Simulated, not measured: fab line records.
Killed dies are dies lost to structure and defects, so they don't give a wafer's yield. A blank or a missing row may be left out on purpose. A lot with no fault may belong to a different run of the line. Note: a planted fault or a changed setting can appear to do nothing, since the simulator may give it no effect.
Which tool was responsible? + flow sky130 + 36 wafers from 12 lots sampled at 4 of the route's 708 steps

WHAT EACH GAUGE READ, for each wafer
SKY_VT_ADJUST_PCH_TW_MEAS_10. Usual: VT_ADJUST_PCH_TW typically reads 140.5, with standard deviation 1.1.
| lot  | measured     | on            | VT_ADJUST_PCH_TW  | flag |
|------|--------------|---------------|-------------------|------|
| L125 | day 11 00:03 | film metro-02 | 140.2 140.1 140.6 |      |
| L128 | day 12 02:30 | film metro-03 | 138.4 139.6 138.9 |      |
| L129 | day 12 08:37 | film metro-01 | 142.1 141.4 142.3 |      |
| L130 | day 12 15:17 | film metro-01 | 141.5 141.7 141.7 |      |
| L131 | day 12 23:40 | film metro-02 | 141.2 141.0 141.2 |      |
| L132 | day 13 01:10 | film metro-01 | 142.6 142.0 142.1 |      |
| L139 | day 15 16:13 | film metro-03 | 156.7 156.9 156.4 | OFF  |
| L140 | day 15 22:44 | film metro-03 | 157.0 157.3 157.1 | OFF  |
| L141 | day 15 23:04 | film metro-03 | 140.1 139.9 140.1 |      |
| L143 | day 16 15:22 | film metro-02 | 141.5 141.6 140.6 |      |
| L144 | day 17 01:46 | film metro-01 | 141.9 141.2 141.8 |      |
| L146 | day 17 23:25 | film metro-03 | 139.6 139.9 140.2 |      |

SKY_CONTACT_THK_MEAS_03. Usual: CONTACT_HDPCVD_THK typically reads 564 nm, with standard deviation 7.1.
| lot  | measured     | on            | CONTACT_HDPCVD_THK (nm) | flag |
|------|--------------|---------------|-------------------------|------|
| L125 | day 30 23:19 | film metro-04 | 570 551 553             |      |
| L128 | day 32 07:56 | film metro-01 | 578 568 569             |      |
| L129 | day 32 11:39 | film metro-01 | 558 556 550             |      |
| L130 | day 32 18:20 | film metro-04 | 568 568 573             |      |
| L131 | day 33 15:32 | film metro-01 | 558 573 560             |      |
| L132 | day 33 14:24 | film metro-04 | 560 574 562             |      |
| L139 | day 35 18:35 | film metro-01 | 560 575 561             |      |
| L140 | day 36 02:56 | film metro-01 | 563 549 561             |      |
| L141 | day 35 21:49 | film metro-03 | 568 562 568             |      |
| L143 | day 36 18:47 | film metro-04 | 561 565 568             |      |
| L144 | day 37 00:45 | film metro-03 | 570 562 564             |      |
| L146 | day 37 19:57 | film metro-01 | 574 578 560             |      |

SKY_CONTACT_CD_MEAS_14: the cd target is 170 nm. Usual: 170.2 nm for cd nm, sd 1.5.
| lot  | measured     | on        | cd nm (nm)        | flag |
|------|--------------|-----------|-------------------|------|
| L125 | day 32 03:08 | cd sem-01 | 169.3 170.6 169.8 |      |
| L128 | day 33 11:14 | cd sem-01 | 168.8 168.3 169.4 |      |
| L129 | day 33 14:11 | cd sem-02 | 169.3 169.6 168.2 |      |
| L130 | day 33 21:29 | cd sem-01 | 171.0 173.2 173.5 |      |
| L131 | day 34 18:32 | cd sem-02 | 172.1 172.0 170.6 |      |
| L132 | day 34 17:15 | cd sem-01 | 171.3 171.6 170.1 |      |
| L139 | day 36 22:24 | cd sem-01 | 169.8 170.2 171.2 |      |
| L140 | day 37 06:01 | cd sem-02 | 168.5 169.3 169.2 |      |
| L141 | day 37 02:04 | cd sem-02 | 167.2 166.9 166.7 |      |
| L143 | day 37 21:03 | cd sem-01 | 170.0 170.9 169.3 |      |
| L144 | day 38 02:20 | cd sem-02 | 171.1 172.8 172.4 |      |
| L146 | day 38 21:57 | cd sem-02 | 171.4 171.8 170.3 |      |

WHICH TOOL RAN EACH LOT (tool, then ch and the chambers of the sampled wafers, then the start)
| lot  | SKY_VT_ADJUST_PCH_IMPLANT_08    |
|------|---------------------------------|
| L125 | implanter-02 ch 0, day 10 23:48 |
| L128 | implanter-01 ch 0, day 12 02:15 |
| L129 | implanter-01 ch 0, day 12 08:23 |
| L130 | implanter-02 ch 0, day 12 15:02 |
| L131 | implanter-02 ch 0, day 12 23:25 |
| L132 | implanter-02 ch 0, day 13 00:56 |
| L139 | implanter-02 ch 0, day 15 15:58 |
| L140 | implanter-02 ch 0, day 15 22:29 |
| L141 | implanter-01 ch 0, day 15 22:49 |
| L143 | implanter-01 ch 0, day 16 15:07 |
| L144 | implanter-01 ch 0, day 17 01:32 |
| L146 | implanter-01 ch 0, day 17 23:10 |
- SKY_VT_ADJUST_PCH_IMPLANT_08

AS READ BY THE TOOLS THEMSELVES (means over the sampled wafers that have a number; for cases with no such wafer, the mark the record gives instead)
SKY_VT_ADJUST_PCH_IMPLANT_08. Usual: beam energy keV 9.999, standard deviation 0.0032; dose ions cm2 5e+11, standard deviation 5.5e+08; faraday current uA 2.82, standard deviation 0.055.
| lot  | tool         | beam energy keV | dose ions cm2 | faraday current uA | flag |
|------|--------------|-----------------|---------------|--------------------|------|
| L125 | implanter-02 | 9.999           | 5e+11         | 2.83               |      |
| L128 | implanter-01 | 10.000          | 5e+11         | 2.83               |      |
| L129 | implanter-01 | 10.004          | 5e+11         | 2.87               |      |
| L130 | implanter-02 | 9.998           | 5e+11         | 2.83               |      |
| L131 | implanter-02 | 10.000          | 5e+11         | 2.84               |      |
| L132 | implanter-02 | 10.002          | 5e+11         | 2.85               |      |
| L139 | implanter-02 | 9.996           | 8e+11         | 4.34               | OFF  |
| L140 | implanter-02 | 10.000          | 8e+11         | 4.32               | OFF  |
| L141 | implanter-01 | 10.004          | 5e+11         | 2.79               |      |
| L143 | implanter-01 | 9.998           | 5e+11         | 2.84               |      |
| L144 | implanter-01 | 9.999           | 5e+11         | 2.82               |      |
| L146 | implanter-01 | 10.000          | 5e+11         | 2.76               |      |

THE ANSWER, worked out from the rows above alone
Rule: lot off if the mean of its wafers having a number is beyond 3 standard deviations from the usual mean. A lot without any number at a reading at which 4 lots or more have one is off too. All remaining lots with rows at the step are treated as sound. First the gauges in route order, then the tools' own readings, where a lot's mean is used as printed above. The first step at which some lot is off is used, and at that step the reading that is off furthest; a lot without a number counts as furthest.
Off: L139, L140, at SKY_VT_ADJUST_PCH_TW_MEAS_10 (VT_ADJUST_PCH_TW).
A tool fits if, at a process step before that reading, it ran every lot that is off, and no sound lot after the first of them. Not tried: the gauges at SKY_VT_ADJUST_PCH_TW_MEAS_10; whatever is off there is also off at SKY_VT_ADJUST_PCH_IMPLANT_08, on other tools, and gauge error can't account for it. One fits: implanter-02 at SKY_VT_ADJUST_PCH_IMPLANT_08. A fault onset in the window from L132 (day 13 00:56, its last sound lot) to L139 (day 15 15:58, its first lot off) fits.
The tool's own readings at SKY_VT_ADJUST_PCH_IMPLANT_08 bear it out: on the lots that are off they differ by more than 5 times the standard deviation of the sound lots' means. dose ions cm2 reads 8e+11 there against 5e+11 on the sound lots; faraday current uA reads 4.33 there against 2.83 on the sound lots.

WHAT WAS PUT IN BY THE SIMULATOR
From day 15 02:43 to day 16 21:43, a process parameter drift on implanter-02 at SKY_VT_ADJUST_PCH_IMPLANT_08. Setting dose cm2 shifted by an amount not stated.
Lots struck among those shown: L139, L140. Same finding as the rule above.
